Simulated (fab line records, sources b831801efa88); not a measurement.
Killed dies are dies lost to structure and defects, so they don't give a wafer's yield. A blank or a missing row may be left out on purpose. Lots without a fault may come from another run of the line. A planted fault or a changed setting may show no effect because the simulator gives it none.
fab line records | flow gf180mcu | part 2 of 2: steps 31 to 41 of 41
record lots=5 wafers=15 last_day=33
route steps=602 shown MVSD@67 MVPSD@78 VT_IMPLANT@90
lots that met no fault: from a run of the same line without faults
start_h: hours from the record's first day to the start of the lot's first wafer shown | wait_h: hours since the lot's step before | " the same as in the row above | L1.1+2: a row that stands for several wafers | - no value, or no start given | * or withheld: withheld | < > ~ a bound
route shown NAME@n: a module of which the file shows steps, and the number in the route of the first | usual: mean/standard deviation of fault-free wafers | same: alike in all rows | chamber/n: place in a boat | sites: the reading at each site | _std_site: their standard deviation | _edge_site: outer sites' mean less inner sites' | radius_mm: how far each site lies from the wafer's centre | mask NAME#n: copy n | behind: the tool/chamber that last shaped the wafer | hold: why the lot was held/for how many hours/how that ended | device: the transistor (n, p or np) that didn't switch | end of line: the same wafers' tests at the end of the route | a step without rows: its recipe alone | killed: dies lost to structure and defects at the first sort, not the wafer's yield | map: a wafer's dies, x killed, . not, _ none there
set.NAME: the setting as run; set.NAME@STEP: as run at that earlier step | model.NAME: the simulator's own value behind a step, which no gauge read
lots at some steps of the route; a table a step, a row a wafer
services: from which hour (start_h, from the record's first day; less than 0 if before it) a tool's chamber was out of use, for how many hours, and why
## steps
# step GF_VT_IMPLANT_OVL_MEAS_07
# usual VT_IMPLANT_OVL=0.6/1.2
# columns lot.wafer tool chamber start_h wait_h VT_IMPLANT_OVL[nm]
L075.3 overlay-02 - 116.39 0.1 2.7
L075.5 " - " " 0.8
L075.6 " - " " 1.0
L076.1 overlay-02 - 121.08 0.1 -1.6
L076.4 " - " " -0.8
L076.5 " - " " 1.0
L077.2 overlay-01 - 128.84 0.1 1.5
L077.4 " - " " 0.2
L077.6 " - " " -1.0
L080.2 overlay-02 - 148.09 0.1 -0.7
L080.4 " - " " 1.0
L080.5 " - " " 0.6
L089.1 overlay-02 - 206.53 0.1 0.0
L089.5 " - " " 1.2
L089.6 " - " " 0.7
# step GF_VT_IMPLANT_IMPLANT_08
# recipe species=BF2 energy_kev=20 dose_cm2=8.29e+12 tilt_deg=7
# usual dose_ions_cm2=8.288e+12/8.2e+09 tilt_deg=7.005/0.019
# columns lot.wafer tool chamber start_h wait_h dose_ions_cm2 tilt_deg
L075.3 implanter-04 0 116.47 0.1 8.272e+12 7.007
L075.5 " 0 " " 8.285e+12 6.985
L075.6 " 0 " " 8.277e+12 6.983
L076.1 implanter-04 0 121.12 0.0 8.303e+12 6.998
L076.4 " 0 " " 8.298e+12 7.013
L076.5 " 0 " " 8.298e+12 6.997
L077.2 implanter-02 0 128.89 0.0 8.282e+12 6.975
L077.4 " 0 " " 8.283e+12 7.017
L077.6 " 0 " " 8.299e+12 7.038
L080.2 implanter-04 0 148.14 0.0 8.295e+12 7.004
L080.4 " 0 " " 8.277e+12 6.973
L080.5 " 0 " " 8.286e+12 7.016
L089.1 implanter-01 0 206.57 0.0 8.291e+12 6.997
L089.5 " 0 " " 8.283e+12 6.986
L089.6 " 0 " " 8.293e+12 7.006
# step GF_VT_IMPLANT_STRIP_09
# recipe chemistry=O2/N2 power_w=1400 pressure_mtorr=1500 platen_temp_c=250 o2_flow_sccm=3000 n2_flow_sccm=300 overash_fraction=0.5
# usual drypump_motor_current_A=5.49/0.2 heater_power_w=350/49 n2_flow_sccm=300.0/0.89 oes_product_au=0.716/0.0042 strip_time_to_endpoint_s=12.63/0.034
# columns lot.wafer tool chamber start_h wait_h drypump_motor_current_A heater_power_w n2_flow_sccm oes_product_au rf_hours_counter_h strip_time_to_endpoint_s
L075.3 plasma_asher-02 0 116.60 0.1 5.66 405 299.6 0.724 - 12.63
L075.5 " 1 " " 5.21 329 299.5 0.713 - 12.58
L075.6 " 0 " " 5.67 404 300.7 0.718 - 12.55
L076.1 plasma_asher-01 1 121.27 0.1 5.54 285 301.8 0.706 0 12.66
L076.4 " 1 " " 5.53 287 301.1 0.718 - 12.66
L076.5 " 1 " " 5.52 283 301.1 0.716 - 12.70
L077.2 plasma_asher-02 1 129.02 0.1 5.20 327 300.5 0.717 48 12.57
L077.4 " 1 " " 5.20 331 300.3 0.716 - 12.65
L077.6 " 0 " " 5.68 392 299.3 0.718 - 12.62
L080.2 plasma_asher-01 1 148.27 0.1 5.54 293 300.8 0.718 3 12.61
L080.4 " 0 " " 5.67 397 299.1 0.716 - 12.59
L080.5 " 1 " " 5.52 289 300.3 0.723 - 12.60
L089.1 plasma_asher-02 1 206.72 0.1 5.19 322 300.4 0.719 56 12.62
L089.5 " 1 " " 5.20 327 300.7 0.716 - 12.62
L089.6 " 0 " " 5.70 398 301.0 0.720 - 12.58
# step GF_VT_IMPLANT_TW_MEAS_10
# usual VT_IMPLANT_TW=566/6.5
# columns lot.wafer tool chamber start_h wait_h VT_IMPLANT_TW
L075.3 film_metro-04 - 116.69 0.1 556
L075.5 " - " " 558
L075.6 " - " " 558
L076.1 film_metro-03 - 121.37 0.1 575
L076.4 " - " " 575
L076.5 " - " " 576
L077.2 film_metro-02 - 129.13 0.1 564
L077.4 " - " " 564
L077.6 " - " " 561
L080.2 film_metro-03 - 148.38 0.1 575
L080.4 " - " " 572
L080.5 " - " " 575
L089.1 film_metro-03 - 206.82 0.1 572
L089.5 " - " " 577
L089.6 " - " " 570
# step GF_VT_IMPLANT_DEHYDRATE_11
# recipe temp_c=200 time_s=60
# usual plate_temp_C=200.02/0.13
# columns lot.wafer tool chamber start_h wait_h plate_temp_C
L075.3 litho_track-01 0 123.81 7.1 200.05
L075.5 " 0 " " 199.96
L075.6 " 0 " " 199.90
L076.1 litho_track-03 0 128.43 7.1 200.15
L076.4 " 0 " " 199.99
L076.5 " 0 " " 200.27
L077.2 litho_track-03 0 135.91 6.8 199.92
L077.4 " 0 " " 199.88
L077.6 " 0 " " 200.04
L080.2 litho_track-03 0 155.86 7.5 200.18
L080.4 " 0 " " 200.11
L080.5 " 0 " " 200.01
L089.1 litho_track-04 0 215.23 8.4 200.03
L089.5 " 0 " " 200.33
L089.6 " 0 " " 200.11
# step GF_VT_IMPLANT_HMDS_12
# recipe prime_time_s=60 prime_temp_c=120
# columns lot.wafer tool chamber start_h wait_h
L075.3+5+6 litho_track-01 0 123.96 0.1
L076.1+4+5 litho_track-03 0 128.58 0.1
L077.2+4+6 litho_track-03 0 136.06 0.1
L080.2+4+5 litho_track-03 0 156.01 0.1
L089.1+5+6 litho_track-04 0 215.38 0.1
# step GF_VT_IMPLANT_COAT_13
# recipe resist=NOVOLAK spin_rpm=3000 resist_thk_nm=1000
# columns lot.wafer tool chamber start_h wait_h
L075.3+5+6 litho_track-01 0 124.11 0.1
L076.1+4+5 litho_track-03 0 128.73 0.1
L077.2+4+6 litho_track-03 0 136.21 0.1
L080.2+4+5 litho_track-03 0 156.16 0.1
L089.1+5+6 litho_track-04 0 215.53 0.1
# step GF_VT_IMPLANT_SOFTBAKE_14
# recipe temp_c=90 time_s=60 resist=NOVOLAK
# usual plate_temp_C=90.00/0.12
# columns lot.wafer tool chamber start_h wait_h plate_temp_C
L075.3 litho_track-01 0 124.26 0.1 90.08
L075.5 " 0 " " 89.94
L075.6 " 0 " " 89.96
L076.1 litho_track-03 0 128.88 0.1 89.84
L076.4 " 0 " " 89.86
L076.5 " 0 " " 89.82
L077.2 litho_track-03 0 136.36 0.1 90.03
L077.4 " 0 " " 89.97
L077.6 " 0 " " 89.98
L080.2 litho_track-03 0 156.31 0.1 89.99
L080.4 " 0 " " 90.10
L080.5 " 0 " " 90.16
L089.1 litho_track-04 0 215.68 0.1 89.94
L089.5 " 0 " " 90.04
L089.6 " 0 " " 89.94
# step GF_VT_IMPLANT_EXPOSE_15
# recipe mask_id=Nwell_LV_AREA target_cd_nm=860 na=0.6 source_shape=conventional sigma_outer=0.6 dose_mj=140
# columns lot.wafer tool chamber start_h wait_h mask
L075.3+5+6 iline_stepper-01 0 - - Nwell_LV_AREA#0
L076.1+4+5 iline_stepper-01 0 - - Nwell_LV_AREA#0
L077.2+4+6 iline_stepper-02 0 - - Nwell_LV_AREA#0
L080.2+4+5 iline_stepper-01 0 - - Nwell_LV_AREA#0
L089.1+5+6 iline_stepper-02 0 - - Nwell_LV_AREA#0
# step GF_VT_IMPLANT_PEB_16
# recipe temp_c=withheld time_s=* resist=NOVOLAK
# columns lot.wafer tool chamber start_h wait_h
L075.3+5+6 litho_track-01 0 - -
L076.1+4+5 litho_track-01 0 - -
L077.2+4+6 litho_track-04 0 - -
L080.2+4+5 litho_track-01 0 - -
L089.1+5+6 litho_track-01 0 - -
# step GF_VT_IMPLANT_DEVELOP_17
# recipe develop_time_s=60 dev_temp_c=23
# columns lot.wafer tool chamber start_h wait_h
L075.3+5+6 litho_track-01 0 131.26 0.1
L076.1+4+5 litho_track-01 0 135.96 0.1
L077.2+4+6 litho_track-04 0 143.96 0.1
L080.2+4+5 litho_track-01 0 164.09 0.1
L089.1+5+6 litho_track-01 0 224.61 0.1
## services
# columns tool chamber start_h hours kind
plasma_asher-04 - 72.49 2.0 repair
implanter-02 - 90.94 2.1 repair
implanter-03 - 98.95 4.0 repair
plasma_asher-01 - 108.75 9.0 pm
plasma_asher-01 0 108.75 9.0 vent_cycle
plasma_asher-01 1 108.75 9.0 vent_cycle
plasma_asher-01 0 117.75 - clean
plasma_asher-01 1 117.75 - clean
implanter-04 - 131.33 2.1 repair
implanter-04 - 137.99 2.8 repair
iline_stepper-01 - 141.09 1.7 pm
implanter-04 - 143.30 4.6 pm
implanter-03 - 150.07 5.7 repair
plasma_asher-01 - 153.19 0.8 repair
implanter-02 - 168.88 2.9 repair
implanter-03 - 188.75 4.6 pm
plasma_asher-04 - 192.89 2.1 repair
implanter-02 - 217.47 2.4 repair
